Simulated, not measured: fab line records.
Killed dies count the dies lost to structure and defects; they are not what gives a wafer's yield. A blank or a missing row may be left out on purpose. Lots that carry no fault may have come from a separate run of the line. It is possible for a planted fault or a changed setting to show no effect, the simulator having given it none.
Chamber matching ; flow sky130 ; SKY_VIA4_ETCH_12 on rie-diel-03 has 4 sister chambers
The step etches SiO2 in C4F8/O2/Ar, stops on TiN, target depth 580 nm. 8 wafers are shown with their chamber, then 8 later ones without.

WAFERS, EACH WITH ITS CHAMBER
wafer;chamber;oes-product-au (a.u.)
L079.1;1;0.921
L081.2;0;0.927
L081.5;3;0.931
L081.6;2;0.923
L084.3;0;0.927
L084.4;1;0.927
L084.5;2;0.928
L091.2;3;0.920

WAFERS WITH NO CHAMBER GIVEN
wafer;oes-product-au (a.u.)
L091.4;0.926
L091.6;0.926
L092.1;0.931
L092.4;0.924
L092.5;0.922
L097.1;0.922
L097.4;0.922
L097.6;0.933

WHICH CHAMBER EACH WENT THROUGH
wafer;from the rows above;in truth
L091.4;can't be placed: 2 or 3 or 0 or 1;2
L091.6;can't be placed: 2 or 3 or 0 or 1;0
L092.1;can't be placed: 0 or 2 or 3 or 1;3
L092.4;can't be placed: 1 or 2 or 3 or 0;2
L092.5;can't be placed: 1 or 2 or 3 or 0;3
L097.1;can't be placed: 1 or 2 or 3 or 0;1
L097.4;can't be placed: 1 or 2 or 3 or 0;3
L097.6;can't be placed: 0 or 2 or 3 or 1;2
0 of 8 placed correctly. Not placeable from these rows: 8 (in 8, the candidates include the true chamber). Wrongly placed: 0.
How it was worked out, from the rows above alone: a wafer's distance from a chamber is the root of the sum, over the readings, of the square of ((its reading less the chamber's mean) divided by the reading's scatter). If the next closest chamber is less than 2 further off than the closest, the wafer can't be placed; otherwise it belongs to the closest. Each chamber's mean is taken over the wafers shown for it. The scatter: the root of (the sum of the squares of (reading less its chamber's mean) over the shown wafers, divided by (wafers less chambers)).
